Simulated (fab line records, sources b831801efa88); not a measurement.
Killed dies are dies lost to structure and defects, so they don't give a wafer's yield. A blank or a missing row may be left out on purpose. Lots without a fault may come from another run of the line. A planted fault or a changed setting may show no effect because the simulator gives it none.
Chamber matching | flow gf180mcu | GF_CONTACT_CMP_27 on cmp-01: 4 sister chambers
The step polishes, stops on SiO2, t overpolish 15 s, target thk 0 nm. 4 wafers are shown with their chamber, then 7 later ones without.

WAFERS WITH THEIR CHAMBER
wafer  | chamber | motor_current_A (A)
L896.5 | 2       | 11.1
L904.4 | 1       | 12.8
L905.1 | 0       | 13.1
L905.3 | 3       | 11.6

WAFERS WITHOUT THEIR CHAMBER
wafer  | motor_current_A (A)
L905.6 | 13.5
L912.2 | 11.3
L912.3 | 13.1
L912.6 | 12.8
L913.1 | 12.6
L913.5 | 12.6
L913.6 | 12.8

WHICH CHAMBER EACH WENT THROUGH
wafer  | from the rows above     | in truth
L905.6 | can't be placed: 0 or 1 | 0
L912.2 | can't be placed: 2 or 3 | 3
L912.3 | can't be placed: 0 or 1 | 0
L912.6 | can't be placed: 1 or 0 | 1
L913.1 | can't be placed: 1 or 0 | 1
L913.5 | can't be placed: 1 or 0 | 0
L913.6 | can't be placed: 1 or 0 | 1
Placed correctly: 0 of 7. Can't be placed from these rows: 7 (the true chamber is among the candidates in 7). Placed wrongly: 0.
How it was worked out, from the rows above alone: a wafer's distance from a chamber is the root of the sum, over the readings, of the square of ((its reading less the chamber's mean) divided by the reading's scatter). The wafer belongs to the nearest chamber; if the next one is less than 2 further off, it can't be placed. A chamber's mean is the mean of its shown wafers. The scatter: with one shown wafer a chamber, the root of the mean of the squares of how far each hidden wafer lies from its nearest shown one.
